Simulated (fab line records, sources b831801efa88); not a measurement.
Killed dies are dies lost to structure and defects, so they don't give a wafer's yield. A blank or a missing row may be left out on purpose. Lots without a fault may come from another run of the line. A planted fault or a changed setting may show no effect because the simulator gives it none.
fab line records | flow sky130
record lots=5 wafers=15 last_day=49
route steps=708 shown METAL5@668 PASSIVATION@681 PAD_OPEN@694
lots that met no fault: from a run of the same line without faults
start_h: hours from the record's first day to the start of the lot's first wafer shown | wait_h: hours since the lot's step before | " the same as in the row above | L1.1+2: a row that stands for several wafers | - no value, or no start given | * or withheld: withheld | < > ~ a bound
route shown NAME@n: a module of which the file shows steps, and the number in the route of the first | usual: mean/standard deviation of fault-free wafers | same: alike in all rows | chamber/n: place in a boat | sites: the reading at each site | _std_site: their standard deviation | _edge_site: outer sites' mean less inner sites' | radius_mm: how far each site lies from the wafer's centre | mask NAME#n: copy n | behind: the tool/chamber that last shaped the wafer | hold: why the lot was held/for how many hours/how that ended | device: the transistor (n, p or np) that didn't switch | end of line: the same wafers' tests at the end of the route | a step without rows: its recipe alone | killed: dies lost to structure and defects at the first sort, not the wafer's yield | map: a wafer's dies, x killed, . not, _ none there
set.NAME: the setting as run; set.NAME@STEP: as run at that earlier step | model.NAME: the simulator's own value behind a step, which no gauge read
lots at some steps of the route; a table a step, a row a wafer
services: from which hour (start_h, from the record's first day; less than 0 if before it) a tool's chamber was out of use, for how many hours, and why
## steps
# step SKY_METAL5_DEHYDRATE_07
# recipe temp_c=200 time_s=60
# same time_s=60
# columns lot.wafer tool chamber start_h wait_h
L084.2+4+6 litho_track-03 0 1089.50 9.8
L085.1+2+4 litho_track-04 0 1091.54 9.1
L086.3+5+6 litho_track-01 0 1098.11 9.0
L087.1+2+3 litho_track-04 0 1099.54 8.9
L091.2+5+6 litho_track-04 0 1122.36 9.0
# step SKY_METAL5_HMDS_08
# recipe prime_time_s=60 prime_temp_c=120
# same prime_time_s=60
# columns lot.wafer tool chamber start_h wait_h
L084.2+4+6 litho_track-03 0 1089.65 0.1
L085.1+2+4 litho_track-04 0 1091.69 0.1
L086.3+5+6 litho_track-01 0 1098.26 0.1
L087.1+2+3 litho_track-04 0 1099.69 0.1
L091.2+5+6 litho_track-04 0 1122.51 0.1
# step SKY_METAL5_COAT_09
# recipe resist=NOVOLAK spin_rpm=3000 resist_thk_nm=1800
# usual dispense_pressure_kPa=51.7/0.75
# columns lot.wafer tool chamber start_h wait_h dispense_pressure_kPa
L084.2 litho_track-03 0 1089.80 0.1 52.9
L084.4 " 0 " " 52.9
L084.6 " 0 " " 52.9
L085.1 litho_track-04 0 1091.84 0.1 50.9
L085.2 " 0 " " 50.9
L085.4 " 0 " " 50.8
L086.3 litho_track-01 0 1098.41 0.1 51.8
L086.5 " 0 " " 51.8
L086.6 " 0 " " 51.8
L087.1 litho_track-04 0 1099.84 0.1 50.9
L087.2 " 0 " " 50.9
L087.3 " 0 " " 50.9
L091.2 litho_track-04 0 1122.66 0.1 50.9
L091.5 " 0 " " 50.9
L091.6 " 0 " " 50.9
# step SKY_METAL5_SOFTBAKE_10
# recipe temp_c=90 time_s=60 resist=NOVOLAK
# same time_s=60
# columns lot.wafer tool chamber start_h wait_h
L084.2+4+6 litho_track-03 0 1089.95 0.1
L085.1+2+4 litho_track-04 0 1091.99 0.1
L086.3+5+6 litho_track-01 0 1098.56 0.1
L087.1+2+3 litho_track-04 0 1099.99 0.1
L091.2+5+6 litho_track-04 0 1122.81 0.1
# step SKY_METAL5_EXPOSE_11
# recipe mask_id=MM5 na=0.6 source_shape=conventional sigma_outer=0.6 polarization=unpolarized target_cd_nm=1600 dose_mj=190
# columns lot.wafer tool chamber start_h wait_h mask
L084.2+4+6 iline_stepper-01 0 - - MM5#0
L085.1+2+4 iline_stepper-01 0 - - MM5#0
L086.3+5+6 iline_stepper-01 0 - - MM5#0
L087.1+2+3 iline_stepper-02 0 - - MM5#0
L091.2+5+6 iline_stepper-01 0 - - MM5#0
# step SKY_METAL5_PEB_12
# recipe temp_c=withheld time_s=* resist=NOVOLAK
# same time_s=*
# columns lot.wafer tool chamber start_h wait_h
L084.2+4+6 litho_track-01 0 - -
L085.1+2+4 litho_track-03 0 - -
L086.3+5+6 litho_track-01 0 - -
L087.1+2+3 litho_track-01 0 - -
L091.2+5+6 litho_track-01 0 - -
# step SKY_METAL5_DEVELOP_13
# recipe resist=NOVOLAK developer=TMAH develop_time_s=60 dev_temp_c=23
# columns lot.wafer tool chamber start_h wait_h
L084.2+4+6 litho_track-01 0 1099.49 0.1
L085.1+2+4 litho_track-03 0 1101.77 0.1
L086.3+5+6 litho_track-01 0 1108.71 0.1
L087.1+2+3 litho_track-01 0 1110.01 0.1
L091.2+5+6 litho_track-01 0 1132.39 0.1
# step SKY_METAL5_DESCUM_14
# recipe chemistry=O2 source_power_w=150 bias_power_w=0 pressure_mtorr=10 temp_c=40 time_s=11
# usual drypump_motor_current_A=5.99/0.22 oes_product_au=0.997/0.0094 temp_c=40.02/0.1
# same time_s=11
# columns lot.wafer tool chamber start_h wait_h drypump_motor_current_A oes_product_au rf_hours_counter_h temp_c
L084.2 rie_metal-04 0 1099.61 0.1 5.95 0.995 16 40.06
L084.4 " 0 " " 5.96 1.007 - 40.09
L084.6 " 1 " " 6.17 0.996 - 39.99
L085.1 rie_metal-04 0 1101.92 0.1 5.93 1.003 17 40.08
L085.2 " 1 " " 6.19 0.993 22 39.93
L085.4 " 1 " " 6.18 0.988 - 39.94
L086.3 rie_metal-03 1 1108.83 0.1 5.97 0.987 - 39.96
L086.5 " 1 " " 5.97 0.988 - 40.04
L086.6 " 1 " " 6.02 0.993 - 40.11
L087.1 rie_metal-04 1 1110.16 0.1 6.20 0.991 23 40.00
L087.2 " 0 " " 5.96 1.004 17 40.02
L087.3 " 0 " " 5.96 1.000 - 40.10
L091.2 rie_metal-03 0 1132.51 0.1 6.05 0.991 1 39.90
L091.5 " 1 " " 5.96 0.998 - 39.95
L091.6 " 0 " " 6.03 0.983 - 40.02
# step SKY_METAL5_METAL_ETCH_15
# recipe target_depth_a=12600 stop_on=SiO2 over_etch_frac=0.2 time_s=252 chemistry=Cl2/BCl3 resist_sidewall_deg=86 pressure_mtorr=10 icp_w=900 bias_w=48.5 Cl2_flow_sccm=60 bcl3_flow_sccm=30
# usual bias_w=48.50/0.15 drypump_motor_current_A=5.99/0.22 oes_product_au=0.894/0.0051 throttle_valve_pct=22.265/0.0091
# same time_s=252
# columns lot.wafer tool chamber start_h wait_h bias_w drypump_motor_current_A oes_product_au rf_hours_counter_h throttle_valve_pct
L084.2 rie_metal-04 0 1099.65 0.0 48.56 5.96 0.889 16 22.276
L084.4 " 0 " " 48.23 5.97 0.901 - 22.262
L084.6 " 1 " " 48.38 6.18 0.888 - 22.257
L085.1 rie_metal-04 0 1101.96 0.0 48.35 5.98 0.892 17 22.252
L085.2 " 1 " " 48.50 6.20 0.898 22 22.264
L085.4 " 1 " " 48.52 6.19 0.889 - 22.269
L086.3 rie_metal-03 1 1109.04 0.2 48.52 6.01 0.891 - 22.282
L086.5 " 1 " " 48.68 5.99 0.893 - 22.251
L086.6 " 1 " " 48.52 6.00 0.892 - 22.267
L087.1 rie_metal-04 1 1110.20 0.0 48.52 6.21 0.888 23 22.254
L087.2 " 0 " " 48.33 5.98 0.895 17 22.265
L087.3 " 0 " " 48.39 5.97 0.883 - 22.281
L091.2 rie_metal-03 0 1132.55 0.0 48.36 6.07 0.889 1 22.269
L091.5 " 1 " " 48.68 5.98 0.886 - 22.264
L091.6 " 0 " " 48.65 6.08 0.896 - 22.277
# step SKY_METAL5_STRIP_16
# recipe chemistry=O2/N2 power_w=1400 pressure_mtorr=1500 platen_temp_c=withheld o2_flow_sccm=3000 n2_flow_sccm=300 overash_fraction=0.5
# usual drypump_motor_current_A=6.0/0.4 oes_product_au=0.710/0.0045 strip_time_to_endpoint_s=13.12/0.11
# columns lot.wafer tool chamber start_h wait_h drypump_motor_current_A oes_product_au rf_hours_counter_h strip_time_to_endpoint_s
L084.2 plasma_asher-03 1 1099.88 0.2 6.4 0.707 67 13.14
L084.4 " 0 " " 5.9 0.716 - 13.14
L084.6 " 1 " " 6.4 0.710 - 13.14
L085.1 plasma_asher-04 0 1102.19 0.2 5.6 0.709 96 13.16
L085.2 " 1 " " 6.0 0.722 96 13.00
L085.4 " 1 " " 6.0 0.716 - 13.00
L086.3 plasma_asher-04 1 1109.38 0.3 6.0 0.708 - 13.16
L086.5 " 0 " " 5.6 0.711 - 13.10
L086.6 " 1 " " 6.0 0.705 - 13.18
L087.1 plasma_asher-01 1 1110.43 0.2 6.6 0.710 4 13.04
L087.2 " 0 " " 5.4 0.713 4 13.02
L087.3 " 0 " " 5.4 0.707 - 13.00
L091.2 plasma_asher-03 1 1132.78 0.2 6.4 0.710 70 13.20
L091.5 " 1 " " 6.4 0.708 - 13.24
L091.6 " 0 " " 6.0 0.713 - 13.21
# step SKY_METAL5_STRIP_17
# recipe chemistry=post_etch_residue_remover time_s=1200 temp_c=72.5
# usual temp_c=72.51/0.12
# same time_s=1200
# columns lot.wafer tool chamber start_h wait_h temp_c
L084.2 wet_bench-02 0 1099.98 0.1 72.73
L084.4 " 0 " " 72.37
L084.6 " 0 " " 72.40
L085.1 wet_bench-01 2 1102.29 0.1 72.56
L085.2 " 2 " " 72.44
L085.4 " 2 " " 72.48
L086.3 wet_bench-02 3 1109.45 0.0 72.88
L086.5 " 3 " " 72.81
L086.6 " 3 " " 72.70
L087.1 wet_bench-02 2 1110.53 0.1 72.56
L087.2 " 2 " " 72.63
L087.3 " 2 " " 72.56
L091.2 wet_bench-02 1 1132.88 0.1 72.48
L091.5 " 1 " " 72.58
L091.6 " 1 " " 72.65
# step SKY_METAL5_CLEAN_18
# recipe chemistry=IPA time_s=180 temp_c=25
# usual temp_c=24.99/0.099
# same time_s=180
# columns lot.wafer tool chamber start_h wait_h temp_c
L084.2 wet_bench-01 1 1100.66 0.0 24.95
L084.4 " 1 " " 25.14
L084.6 " 1 " " 24.91
L085.1 wet_bench-02 2 1102.63 0.0 25.06
L085.2 " 2 " " 25.04
L085.4 " 2 " " 25.08
L086.3 wet_bench-03 0 1109.79 0.0 24.90
L086.5 " 0 " " 24.98
L086.6 " 0 " " 24.82
L087.1 wet_bench-03 2 1110.87 0.0 25.21
L087.2 " 2 " " 24.92
L087.3 " 2 " " 25.13
L091.2 wet_bench-01 3 1133.25 0.0 24.94
L091.5 " 3 " " 25.13
L091.6 " 3 " " 25.03
# step SKY_METAL5_CLEAN_19
# recipe chemistry=O3/DIW dry=n2_spin
# columns lot.wafer tool chamber start_h wait_h
L084.2+4+6 wet_bench-02 0 1100.72 0.0
L085.1+2+4 wet_bench-03 2 1102.69 0.0
L086.3+5+6 wet_bench-02 2 1109.85 0.0
L087.1+2+3 wet_bench-02 1 1110.93 0.0
L091.2+5+6 wet_bench-02 3 1133.32 0.0
# step SKY_PASSIVATION_CVD_00
# recipe material=SiO2 target_thk_nm=90 temp_c=400 time_s=withheld rf_w=600
# usual heater_power_outer_w=412/81 heater_power_w=694/99
# columns lot.wafer tool chamber start_h wait_h heater_power_outer_w heater_power_w
L084.2 pecvd-02 0 1100.91 0.0 519 835
L084.4 " 0 " " 526 833
L084.6 " 1 " " 606 965
L085.1 pecvd-01 1 1102.79 0.0 378 640
L085.2 " 2 " " 299 590
L085.4 " 2 " " 303 602
L086.3 pecvd-02 1 1109.94 0.0 611 956
L086.5 " 1 " " 615 952
L086.6 " 2 " " 372 613
L087.1 pecvd-01 1 1111.02 0.0 369 613
L087.2 " 2 " " 306 585
L087.3 " 0 " " 406 663
L091.2 pecvd-02 2 1133.42 0.0 291 520
L091.5 " 0 " " 476 794
L091.6 " 1 " " 540 864
# step SKY_PASSIVATION_THK_MEAS_01
# recipe reads=SiO2_of_PASSIVATION_CVD_00
# usual PASSIVATION_CVD_00_THK=89.9/1
# columns lot.wafer tool chamber start_h wait_h PASSIVATION_CVD_00_THK[nm]
L084.2 film_metro-03 - 1100.94 - 89.4
L084.4 " - " " 90.7
L084.6 " - " " 89.9
L085.1 film_metro-02 - 1102.81 - 89.2
L085.2 " - " " 89.0
L085.4 " - " " 90.8
L086.3 film_metro-03 - 1109.98 - 88.4
L086.5 " - " " 90.9
L086.6 " - " " 90.1
L087.1 film_metro-03 - 1111.04 - 90.1
L087.2 " - " " 90.4
L087.3 " - " " 90.9
L091.2 film_metro-01 - 1133.45 - 87.9
L091.5 " - " " 89.7
L091.6 " - " " 90.9
# step SKY_PASSIVATION_CVD_02
# recipe material=Si3N4 target_thk_nm=540 temp_c=400 time_s=withheld rf_w=450
# usual heater_power_outer_w=455/89 heater_power_w=754/110
# columns lot.wafer tool chamber start_h wait_h heater_power_outer_w heater_power_w
L084.2 pecvd-01 2 1100.99 0.0 410 687
L084.4 " 1 " " 480 789
L084.6 " 2 " " 425 737
L085.1 pecvd-04 1 1102.87 0.1 475 745
L085.2 " 0 " " 328 615
L085.4 " 2 " " 386 695
L086.3 pecvd-04 2 1110.02 0.0 330 594
L086.5 " 0 " " 352 651
L086.6 " 2 " " 355 621
L087.1 pecvd-02 1 1111.10 0.1 593 900
L087.2 " 0 " " 493 847
L087.3 " 2 " " 330 566
L091.2 pecvd-04 1 1133.50 0.0 445 700
L091.5 " 0 " " 405 703
L091.6 " 1 " " 489 756
# step SKY_PASSIVATION_THK_MEAS_03
# recipe reads=Si3N4_of_PASSIVATION_CVD_02
# usual PASSIVATION_CVD_02_THK=541/6
# columns lot.wafer tool chamber start_h wait_h PASSIVATION_CVD_02_THK[nm]
L084.2 film_metro-01 - 1101.22 - 530
L084.4 " - " " 541
L084.6 " - " " 538
L085.1 film_metro-03 - 1103.10 - 532
L085.2 " - " " 536
L085.4 " - " " 544
L086.3 film_metro-03 - 1110.27 - 540
L086.5 " - " " 538
L086.6 " - " " 545
L087.1 film_metro-02 - 1111.33 - 538
L087.2 " - " " 531
L087.3 " - " " 540
L091.2 film_metro-02 - 1133.73 - 534
L091.5 " - " " 536
L091.6 " - " " 529
# step SKY_PASSIVATION_DEHYDRATE_04
# recipe temp_c=200 time_s=60
# same time_s=60
# columns lot.wafer tool chamber start_h wait_h
L084.2+4+6 litho_track-03 0 1110.85 9.6
L085.1+2+4 litho_track-03 0 1112.62 9.5
L086.3+5+6 litho_track-01 0 1119.16 8.9
L087.1+2+3 litho_track-01 0 1120.56 9.2
L091.2+5+6 litho_track-02 0 1142.38 8.6
# step SKY_PASSIVATION_HMDS_05
# recipe prime_time_s=60 prime_temp_c=120
# same prime_time_s=60
# columns lot.wafer tool chamber start_h wait_h
L084.2+4+6 litho_track-03 0 1111.00 0.1
L085.1+2+4 litho_track-03 0 1112.77 0.1
L086.3+5+6 litho_track-01 0 1119.31 0.1
L087.1+2+3 litho_track-01 0 1120.71 0.1
L091.2+5+6 litho_track-02 0 1142.53 0.1
# step SKY_PASSIVATION_COAT_06
# recipe spin_rpm=2000 resist_thk_nm=3000
# usual dispense_pressure_kPa=50.7/2.8
# columns lot.wafer tool chamber start_h wait_h dispense_pressure_kPa
L084.2 litho_track-03 0 1111.15 0.1 52.9
L084.4 " 0 " " 53.0
L084.6 " 0 " " 52.9
L085.1 litho_track-03 0 1112.92 0.1 52.9
L085.2 " 0 " " 53.0
L085.4 " 0 " " 52.9
L086.3 litho_track-01 0 1119.46 0.1 51.7
L086.5 " 0 " " 51.7
L086.6 " 0 " " 51.8
L087.1 litho_track-01 0 1120.86 0.1 51.7
L087.2 " 0 " " 51.7
L087.3 " 0 " " 51.8
L091.2 litho_track-02 0 1142.68 0.1 46.3
L091.5 " 0 " " 46.4
L091.6 " 0 " " 46.4
# step SKY_PASSIVATION_SOFTBAKE_07
# recipe temp_c=110 time_s=withheld
# columns lot.wafer tool chamber start_h wait_h
L084.2+4+6 litho_track-03 0 1111.31 0.1
L085.1+2+4 litho_track-03 0 1113.07 0.1
L086.3+5+6 litho_track-01 0 1119.63 0.1
L087.1+2+3 litho_track-01 0 1121.01 0.1
L091.2+5+6 litho_track-02 0 1142.84 0.1
# step SKY_PASSIVATION_EXPOSE_08
# recipe mask_id=NSM target_cd_nm=3000 na=0.57 dose_mj=260
# columns lot.wafer tool chamber start_h wait_h mask
L084.2+4+6 iline_stepper-02 0 - - NSM#0
L085.1+2+4 iline_stepper-02 0 - - NSM#0
L086.3+5+6 iline_stepper-02 0 - - NSM#0
L087.1+2+3 iline_stepper-02 0 - - NSM#0
L091.2+5+6 iline_stepper-02 0 - - NSM#0
# step SKY_PASSIVATION_PEB_09
# recipe temp_c=115 time_s=withheld
# columns lot.wafer tool chamber start_h wait_h
L084.2+4+6 litho_track-02 0 - -
L085.1+2+4 litho_track-01 0 - -
L086.3+5+6 litho_track-03 0 - -
L087.1+2+3 litho_track-02 0 - -
L091.2+5+6 litho_track-02 0 - -
# step SKY_PASSIVATION_DEVELOP_10
# recipe develop_time_s=60 dev_temp_c=23
# columns lot.wafer tool chamber start_h wait_h
L084.2+4+6 litho_track-02 0 - -
L085.1+2+4 litho_track-01 0 - -
L086.3+5+6 litho_track-03 0 - -
L087.1+2+3 litho_track-02 0 - -
L091.2+5+6 litho_track-02 0 - -
# step SKY_PASSIVATION_ETCH_11
# recipe chemistry=CF4/O2 target_depth_nm=725 stop_on=AlCu source_w=800 bias_w=150 pressure_mtorr=150 cf4_flow_sccm=80 O2_flow_sccm=10 time_s=161.1
# usual bias_w=150.0/0.41 drypump_motor_current_A=5.9/0.43 oes_product_au=0.978/0.0064 throttle_valve_pct=5.964/0.0093
# same time_s=161.1
# columns lot.wafer tool chamber start_h wait_h bias_w drypump_motor_current_A oes_product_au rf_hours_counter_h throttle_valve_pct
L084.2 rie_diel-02 0 1121.26 - 150.4 5.5 0.965 25 5.964
L084.4 " 3 " " 150.1 5.8 0.987 7 5.971
L084.6 " 3 " " 149.9 5.8 0.976 - 5.969
L085.1 rie_diel-03 2 1122.81 - 150.1 6.6 0.967 6 5.951
L085.2 " 3 " " 149.9 5.4 0.976 29 5.962
L085.4 " 1 " " 149.5 5.8 0.979 3 5.964
L086.3 rie_diel-04 0 1130.02 - 150.1 5.6 0.974 15 5.970
L086.5 " 1 " " 150.0 6.1 0.972 - 5.957
L086.6 " 2 " " 150.2 6.7 0.976 - 5.957
L087.1 rie_diel-02 0 1130.76 - 150.1 5.5 0.974 26 5.960
L087.2 " 1 " " 150.3 5.9 0.967 3 5.961
L087.3 " 3 " " 149.9 5.7 0.978 8 5.959
L091.2 rie_diel-02 3 1152.16 - 150.8 5.7 0.972 8 5.961
L091.5 " 3 " " 149.9 5.7 0.976 - 5.972
L091.6 " 2 " " 150.5 5.3 0.977 - 5.961
# step SKY_PASSIVATION_STRIP_12
# recipe chemistry=O2/N2 power_w=1400 pressure_mtorr=1500 platen_temp_c=withheld overash_fraction=0.7 o2_flow_sccm=3000 n2_flow_sccm=300
# usual drypump_motor_current_A=6.3/0.34 oes_product_au=0.661/0.0047 strip_time_to_endpoint_s=31.53/0.14
# columns lot.wafer tool chamber start_h wait_h drypump_motor_current_A oes_product_au rf_hours_counter_h strip_time_to_endpoint_s
L084.2 plasma_asher-02 1 1121.36 0.1 6.5 0.666 39 31.46
L084.4 " 1 " " 6.4 0.666 - 31.56
L084.6 " 1 " " 6.4 0.655 - 31.59
L085.1 plasma_asher-03 1 1122.92 0.1 6.4 0.668 69 31.58
L085.2 " 0 " " 6.0 0.657 69 31.52
L085.4 " 0 " " 5.9 0.654 - 31.46
L086.3 plasma_asher-03 0 1130.16 0.1 6.0 0.648 - 31.62
L086.5 " 0 " " 6.0 0.662 - 31.44
L086.6 " 1 " " 6.4 0.668 - 31.49
L087.1 plasma_asher-04 1 1130.86 0.1 6.0 0.657 99 31.62
L087.2 " 0 " " 5.6 0.660 99 31.56
L087.3 " 0 " " 5.6 0.665 - 31.45
L091.2 plasma_asher-02 1 1152.26 0.1 6.5 0.659 42 31.64
L091.5 " 0 " " 6.6 0.660 - 31.39
L091.6 " 1 " " 6.5 0.668 - 31.51
# step SKY_PAD_OPEN_DEHYDRATE_00
# recipe temp_c=200 time_s=60
# same time_s=60
# columns lot.wafer tool chamber start_h wait_h
L084.2+4+6 litho_track-02 0 1130.78 9.4
L085.1+2+4 litho_track-02 0 1132.06 9.1
L086.3+5+6 litho_track-01 0 1138.86 8.7
L087.1+2+3 litho_track-01 0 1139.46 8.6
L091.2+5+6 litho_track-04 0 1160.01 7.7
# step SKY_PAD_OPEN_HMDS_01
# recipe prime_time_s=60 prime_temp_c=120
# same prime_time_s=60
# columns lot.wafer tool chamber start_h wait_h
L084.2+4+6 litho_track-02 0 1130.93 0.1
L085.1+2+4 litho_track-02 0 1132.21 0.1
L086.3+5+6 litho_track-01 0 1139.01 0.1
L087.1+2+3 litho_track-01 0 1139.61 0.1
L091.2+5+6 litho_track-04 0 1160.16 0.1
# step SKY_PAD_OPEN_COAT_02
# recipe spin_rpm=2000 resist_thk_nm=3000
# usual dispense_pressure_kPa=49.3/2.5
# columns lot.wafer tool chamber start_h wait_h dispense_pressure_kPa
L084.2 litho_track-02 0 1131.08 0.1 46.4
L084.4 " 0 " " 46.4
L084.6 " 0 " " 46.4
L085.1 litho_track-02 0 1132.36 0.1 46.4
L085.2 " 0 " " 46.3
L085.4 " 0 " " 46.3
L086.3 litho_track-01 0 1139.16 0.1 51.8
L086.5 " 0 " " 51.8
L086.6 " 0 " " 51.8
L087.1 litho_track-01 0 1139.76 0.1 51.7
L087.2 " 0 " " 51.7
L087.3 " 0 " " 51.8
L091.2 litho_track-04 0 1160.31 0.1 50.8
L091.5 " 0 " " 50.9
L091.6 " 0 " " 50.8
# step SKY_PAD_OPEN_SOFTBAKE_03
# recipe temp_c=110 time_s=withheld
# columns lot.wafer tool chamber start_h wait_h
L084.2+4+6 litho_track-02 0 1131.24 0.1
L085.1+2+4 litho_track-02 0 1132.51 0.1
L086.3+5+6 litho_track-01 0 1139.33 0.1
L087.1+2+3 litho_track-01 0 1139.91 0.1
L091.2+5+6 litho_track-04 0 1160.47 0.1
# step SKY_PAD_OPEN_EXPOSE_04
# recipe mask_id=PDM target_cd_nm=60000 na=0.57 dose_mj=260
# columns lot.wafer tool chamber start_h wait_h mask
L084.2+4+6 iline_stepper-01 0 - - PDM#0
L085.1+2+4 iline_stepper-01 0 - - PDM#0
L086.3+5+6 iline_stepper-01 0 - - PDM#0
L087.1+2+3 iline_stepper-02 0 - - PDM#0
L091.2+5+6 iline_stepper-02 0 - - PDM#0
# step SKY_PAD_OPEN_PEB_05
# recipe temp_c=115 time_s=withheld
# columns lot.wafer tool chamber start_h wait_h
L084.2+4+6 litho_track-02 0 - -
L085.1+2+4 litho_track-04 0 - -
L086.3+5+6 litho_track-02 0 - -
L087.1+2+3 litho_track-04 0 - -
L091.2+5+6 litho_track-04 0 - -
# step SKY_PAD_OPEN_DEVELOP_06
# recipe develop_time_s=60 dev_temp_c=23
# columns lot.wafer tool chamber start_h wait_h
L084.2+4+6 litho_track-02 0 - -
L085.1+2+4 litho_track-04 0 - -
L086.3+5+6 litho_track-02 0 - -
L087.1+2+3 litho_track-04 0 - -
L091.2+5+6 litho_track-04 0 - -
# step SKY_PAD_OPEN_ETCH_07
# recipe chemistry=CF4/O2 target_depth_nm=725 stop_on=AlCu source_w=800 bias_w=150 pressure_mtorr=150 cf4_flow_sccm=80 O2_flow_sccm=10 time_s=161.1
# usual bias_w=149.9/0.43 drypump_motor_current_A=5.8/0.48 oes_product_au=0.978/0.0071 throttle_valve_pct=5.965/0.009
# same time_s=161.1
# columns lot.wafer tool chamber start_h wait_h bias_w drypump_motor_current_A oes_product_au rf_hours_counter_h throttle_valve_pct
L084.2 rie_diel-03 0 1140.41 - 150.7 5.8 0.966 21 5.955
L084.4 " 3 " " 149.7 5.3 0.980 30 5.958
L084.6 " 0 " " 150.9 5.9 0.979 - 5.951
L085.1 rie_diel-01 0 1142.24 - 149.6 4.9 0.975 29 5.965
L085.2 " 3 " " 150.2 5.6 0.970 27 5.968
L085.4 " 2 " " 150.1 6.4 0.973 5 5.963
L086.3 rie_diel-03 3 1149.11 - 149.8 5.4 0.984 30 5.964
L086.5 " 1 " " 149.5 5.8 0.982 - 5.974
L086.6 " 0 " " 149.8 5.8 0.987 - 5.973
L087.1 rie_diel-03 2 1150.04 - 150.2 6.6 0.972 7 5.964
L087.2 " 0 " " 150.1 5.8 0.970 21 5.967
L087.3 " 3 " " 150.3 5.4 0.977 30 5.947
L091.2 rie_diel-03 1 1169.14 - 150.2 5.8 0.974 5 5.964
L091.5 " 3 " " 150.0 5.4 0.969 - 5.976
L091.6 " 2 " " 149.9 6.6 0.970 - 5.950
# step SKY_PAD_OPEN_STRIP_08
# recipe chemistry=O2/N2 power_w=1400 pressure_mtorr=1500 platen_temp_c=withheld overash_fraction=0.7 o2_flow_sccm=3000 n2_flow_sccm=300
# usual drypump_motor_current_A=6.1/0.52 oes_product_au=0.663/0.0047 strip_time_to_endpoint_s=37.03/0.088
# columns lot.wafer tool chamber start_h wait_h drypump_motor_current_A oes_product_au rf_hours_counter_h strip_time_to_endpoint_s
L084.2 plasma_asher-01 0 1140.51 0.1 5.4 0.663 7 37.07
L084.4 " 0 " " 5.4 0.653 - 37.04
L084.6 " 0 " " 5.4 0.664 - 37.02
L085.1 plasma_asher-01 0 1142.34 0.1 5.3 0.659 7 37.07
L085.2 " 1 " " 6.5 0.660 7 37.09
L085.4 " 0 " " 5.4 0.664 - 37.06
L086.3 plasma_asher-04 1 1149.25 0.1 6.0 0.666 - 36.99
L086.5 " 0 " " 5.6 0.667 - 36.93
L086.6 " 1 " " 6.0 0.666 - 37.00
L087.1 plasma_asher-01 1 1150.14 0.1 6.5 0.668 8 36.95
L087.2 " 0 " " 5.4 0.655 8 36.91
L087.3 " 0 " " 5.4 0.670 - 36.99
L091.2 plasma_asher-02 1 1169.24 0.1 6.4 0.664 43 36.95
L091.5 " 0 " " 6.6 0.663 - 37.13
L091.6 " 1 " " 6.4 0.655 - 37.03
# step SKY_PAD_OPEN_STRIP_09
# recipe chemistry=post_etch_residue_remover time_s=1200 temp_c=72.5
# usual temp_c=72.49/0.13
# same time_s=1200
# columns lot.wafer tool chamber start_h wait_h temp_c
L084.2 wet_bench-03 0 1140.61 0.1 72.64
L084.4 " 0 " " 72.75
L084.6 " 0 " " 72.76
L085.1 wet_bench-04 2 1142.44 0.1 72.71
L085.2 " 2 " " 72.40
L085.4 " 2 " " 72.36
L086.3 wet_bench-03 0 1149.31 0.0 72.52
L086.5 " 0 " " 72.48
L086.6 " 0 " " 72.52
L087.1 wet_bench-04 0 1150.24 0.1 72.66
L087.2 " 0 " " 72.57
L087.3 " 0 " " 72.62
L091.2 wet_bench-01 0 1169.34 0.1 72.49
L091.5 " 0 " " 72.37
L091.6 " 0 " " 72.49
# step SKY_PAD_OPEN_CLEAN_10
# recipe chemistry=IPA time_s=180 temp_c=25
# usual temp_c=25.02/0.11
# same time_s=180
# columns lot.wafer tool chamber start_h wait_h temp_c
L084.2 wet_bench-04 1 1140.96 0.0 24.94
L084.4 " 1 " " 25.10
L084.6 " 1 " " 24.95
L085.1 wet_bench-01 1 1142.79 0.0 24.98
L085.2 " 1 " " 24.95
L085.4 " 1 " " 25.00
L086.3 wet_bench-04 0 1149.66 0.0 25.23
L086.5 " 0 " " 25.13
L086.6 " 0 " " 25.03
L087.1 wet_bench-03 2 1150.59 0.0 25.20
L087.2 " 2 " " 25.22
L087.3 " 2 " " 25.32
L091.2 wet_bench-04 1 1169.69 0.0 24.93
L091.5 " 1 " " 25.06
L091.6 " 1 " " 24.92
# step SKY_PAD_OPEN_CLEAN_11
# recipe chemistry=O3/DIW dry=n2_spin
# columns lot.wafer tool chamber start_h wait_h
L084.2+4+6 wet_bench-04 2 1141.01 0.0
L085.1+2+4 wet_bench-04 0 1142.84 0.0
L086.3+5+6 wet_bench-03 0 1149.71 0.0
L087.1+2+3 wet_bench-01 3 1150.64 0.0
L091.2+5+6 wet_bench-03 2 1169.74 0.0
# step SKY_PAD_OPEN_ANNEAL_12
# recipe temp_c=400 time_s=withheld ambient=N2/H2 idle_temp_c=300 ramp_up_c_per_min=8 ramp_down_c_per_min=4
# usual zone_power_top_pct=10.21/0.13
# columns lot.wafer tool chamber start_h wait_h zone_power_top_pct
L084.2 furnace-01 0 1141.11 0.0 10.00
L084.4 " 0 " " 10.05
L084.6 " 0 " " 10.24
L085.1 furnace-01 0 1142.94 0.0 10.04
L085.2 " 0 " " 10.18
L085.4 " 0 " " 10.23
L086.3 furnace-02 0 1149.81 0.0 10.37
L086.5 " 0 " " 10.27
L086.6 " 0 " " 10.07
L087.1 furnace-01 0 1150.74 0.0 10.07
L087.2 " 0 " " 10.07
L087.3 " 0 " " 10.17
L091.2 furnace-01 0 1169.84 0.0 10.17
L091.5 " 0 " " 10.10
L091.6 " 0 " " 9.99
# step SKY_PAD_OPEN_BOW_MEAS_13
# recipe mode=bow
# usual PAD_OPEN_BOW=47/7.2
# columns lot.wafer tool chamber start_h wait_h PAD_OPEN_BOW[um]
L084.2 film_metro-02 - 1142.63 - 53
L084.4 " - " " 44
L084.6 " - " " 40
L085.1 film_metro-04 - 1144.44 - 38
L085.2 " - " " 44
L085.4 " - " " 46
L086.3 film_metro-04 - 1151.35 - 56
L086.5 " - " " 47
L086.6 " - " " 41
L087.1 film_metro-02 - 1152.24 - 45
L087.2 " - " " 59
L087.3 " - " " 49
L091.2 film_metro-02 - 1171.36 - 39
L091.5 " - " " 47
L091.6 " - " " 50
## services
# columns tool chamber start_h hours kind
rie_metal-04 0 1072.52 5.4 repair
rie_metal-04 1 1076.19 1.2 repair
rie_diel-03 3 1077.31 6.5 repair
litho_track-04 - 1086.22 - consumable_replace:filter
furnace-01 - 1088.43 2.8 pm
rie_diel-01 3 1103.42 16.2 repair
rie_metal-03 0 1106.89 - clean
rie_metal-03 0 1106.89 14.1 scheduled_down
rie_metal-03 0 1106.89 14.1 vent_cycle
rie_diel-04 0 1107.13 3.4 repair
pecvd-04 - 1124.45 2.8 pm
furnace-02 - 1129.08 3.5 pm
wet_bench-04 - 1136.60 1.9 pm
iline_stepper-01 - 1142.69 1.7 pm
rie_diel-04 2 1143.42 1.3 repair
pecvd-01 1 1160.01 5.5 scheduled_down
rie_diel-01 - 1164.07 1.2 repair
## key
fault none
